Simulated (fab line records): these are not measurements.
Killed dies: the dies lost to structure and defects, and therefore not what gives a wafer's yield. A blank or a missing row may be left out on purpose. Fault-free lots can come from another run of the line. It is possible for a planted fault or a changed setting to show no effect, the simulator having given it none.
Which of the tools did it?    flow sky130    Sampling: 12 lots, 35 wafers, 5 of 708 route steps

WHAT EACH GAUGE READ, for each wafer
SKY_VIA1_CD_MEAS_12: target cd 150 nm. Usual: cd_nm at 150.0 nm, with a standard deviation of 1.8.
lot   measured      on         cd_nm (nm)         flag
L558  day 34 15:41  cd_sem-02  153.3 149.8 151.2  
L561  day 34 23:24  cd_sem-01  150.5 149.6 152.3  
L562  day 35 23:17  cd_sem-02  145.4 146.9        
L566  day 36 23:09  cd_sem-01  149.8 148.9 150.1  
L567  day 37 10:22  cd_sem-02  148.3 148.6 150.6  
L573  day 39 02:52  cd_sem-02  150.6 149.6 150.8  
L574  day 39 05:41  cd_sem-01  147.2 147.2 147.3  
L575  day 39 19:07  cd_sem-02  150.7 151.6 152.5  
L576  day 40 03:41  cd_sem-02  151.2 151.4 148.7  
L577  day 40 04:35  cd_sem-02  149.5 148.2 148.3  
L579  day 40 13:49  cd_sem-01  152.9 152.5 152.4  
L580  day 41 00:56  cd_sem-02  151.5 152.4 151.9  

SKY_VIA1_THK_MEAS_23: measures by xrf. Usual: VIA1_W_THK 272 nm, standard deviation 3.4.
lot   measured      on             VIA1_W_THK (nm)  flag
L558  day 34 16:47  film_metro-01  272 276 271      
L561  day 35 00:33  film_metro-03  272 272 273      
L562  day 36 00:30  film_metro-01  270 269          
L566  day 37 00:19  film_metro-01  274 271 272      
L567  day 37 11:29  film_metro-04  273 275 275      
L573  day 39 03:57  film_metro-04  273 276 267      
L574  day 39 06:49  film_metro-03  270 274 275      
L575  day 39 20:13  film_metro-04  278 276 278      
L576  day 40 04:46  film_metro-04  270 271 267      
L577  day 40 05:41  film_metro-03  269 279 275      
L579  day 40 14:56  film_metro-01  265 263 264      
L580  day 41 02:02  film_metro-04  266 271 272      

SKY_VIA2_THK_MEAS_01. Usual: VIA2_HDPCVD_THK 1177 nm, standard deviation 12.
lot   measured      on             VIA2_HDPCVD_THK (nm)  flag
L558  day 35 20:35  film_metro-03  1154 1178 1175        
L561  day 36 04:25  film_metro-03  1181 1183 1187        
L562  day 37 04:02  film_metro-02  1190 949              OFF
L566  day 38 02:57  film_metro-03  1168 938 930          OFF
L567  day 38 13:35  film_metro-02  1151 1183 1168        
L573  day 40 05:34  film_metro-02  1164 1167 1176        
L574  day 40 08:56  film_metro-03  1183 1177 1189        
L575  day 40 22:44  film_metro-02  1183 1184 1162        
L576  day 41 06:40  film_metro-02  1175 1162 1177        
L577  day 41 07:45  film_metro-01  1174 1185 1176        
L579  day 41 16:10  film_metro-01  1177 1172 1195        
L580  day 42 03:22  film_metro-02  1184 1176 1179        

WHAT TOOL EACH LOT RAN ON (gives the tool, then ch and the chambers of the sampled wafers, and finally the start)
lot   SKY_VIA1_CVD_21                SKY_VIA2_HDPCVD_00
L558  cvd_w-02 ch 0,1, day 34 16:35  hdpcvd-02 ch 0,1,2, day 35 20:27
L561  cvd_w-02 ch 0,1, day 35 00:20  hdpcvd-02 ch 0,1, day 36 04:17
L562  cvd_w-02 ch 0,1, day 36 00:14  hdpcvd-02 ch 1,2, day 37 03:55
L566  cvd_w-02 ch 0,1, day 37 00:06  hdpcvd-02 ch 0,2, day 38 02:49
L567  cvd_w-02 ch 0,1, day 37 11:16  hdpcvd-01 ch 0,1, day 38 13:28
L573  cvd_w-01 ch 0,1, day 39 03:44  hdpcvd-01 ch 0,1,2, day 40 05:28
L574  cvd_w-02 ch 0,1, day 39 06:36  hdpcvd-01 ch 0,2, day 40 08:48
L575  cvd_w-02 ch 0, day 39 20:00    hdpcvd-01 ch 0,1,2, day 40 22:36
L576  cvd_w-01 ch 0,1, day 40 04:33  hdpcvd-02 ch 0,1,2, day 41 06:34
L577  cvd_w-02 ch 0,1, day 40 05:28  hdpcvd-02 ch 0,2, day 41 07:37
L579  cvd_w-01 ch 0,1, day 40 14:43  hdpcvd-02 ch 0,2, day 41 16:02
L580  cvd_w-01 ch 0,1, day 41 01:50  hdpcvd-02 ch 0,1,2, day 42 03:15
- SKY_VIA1_CVD_21: deposits W, target thk 270 nm, time 80.902 s.
- SKY_VIA2_HDPCVD_00: deposits SiO2, target thk 1180 nm, time 196.7 s.

AS READ BY THE TOOLS THEMSELVES (means over the sampled wafers that have a number; for cases with no such wafer, the mark the record gives instead)
SKY_VIA1_CVD_21. Usual: heater_power_w at 851 W, with a standard deviation of 70.
lot   tool      heater_power_w (W)  flag
L558  cvd_w-02  879                 
L561  cvd_w-02  884                 
L562  cvd_w-02  850                 
L566  cvd_w-02  870                 
L567  cvd_w-02  883                 
L573  cvd_w-01  869                 
L574  cvd_w-02  767                 
L575  cvd_w-02  875                 
L576  cvd_w-01  874                 
L577  cvd_w-02  828                 
L579  cvd_w-01  871                 
L580  cvd_w-01  860                 

SKY_VIA2_HDPCVD_00. Usual: pressure_mtorr 5.998 mTorr, standard deviation 0.012; run_length_s 224.7 s, standard deviation 0.53; sih4_flow_sccm 60.00 sccm, standard deviation 0.19.
lot   tool       pressure_mtorr (mTorr)  run_length_s (s)  sih4_flow_sccm (sccm)  flag
L558  hdpcvd-02  5.986                   224.9             59.73                  
L561  hdpcvd-02  6.006                   224.6             60.04                  
L562  hdpcvd-02  6.002                   205.1             60.25                  OFF
L566  hdpcvd-02  5.986                   199.3             59.99                  OFF
L567  hdpcvd-01  6.003                   224.9             60.03                  
L573  hdpcvd-01  6.006                   224.5             60.10                  
L574  hdpcvd-01  5.996                   224.2             60.22                  
L575  hdpcvd-01  5.999                   224.6             60.10                  
L576  hdpcvd-02  5.986                   224.7             59.97                  
L577  hdpcvd-02  5.994                   225.1             59.86                  
L579  hdpcvd-02  6.001                   224.9             60.10                  
L580  hdpcvd-02  5.995                   224.7             59.82                  

THE ANSWER, worked out from the rows above alone
Rule: lot off if the mean of its wafers having a number is beyond 3 standard deviations from the usual mean. Also off: a lot with no number at a reading for which 4 or more lots have one. Any other lot the step has rows for is counted as sound. First the gauges in route order, then the tools' own readings, where a lot's mean is used as printed above. At the first step where some lot is off, the reading lying furthest off is the one used; lots without a number count as furthest.
Off: L562, L566, at SKY_VIA2_THK_MEAS_01 (VIA2_HDPCVD_THK).
If a tool, at a process step before that reading, ran all the lots that are off and no sound lot after the first of them, it fits. Not tried: the gauges at SKY_VIA2_THK_MEAS_01; whatever is off there is also off at SKY_VIA2_HDPCVD_00, on other tools, and gauge error can't account for it. No candidate that was tried fits.

WHAT THE SIMULATOR PUT IN
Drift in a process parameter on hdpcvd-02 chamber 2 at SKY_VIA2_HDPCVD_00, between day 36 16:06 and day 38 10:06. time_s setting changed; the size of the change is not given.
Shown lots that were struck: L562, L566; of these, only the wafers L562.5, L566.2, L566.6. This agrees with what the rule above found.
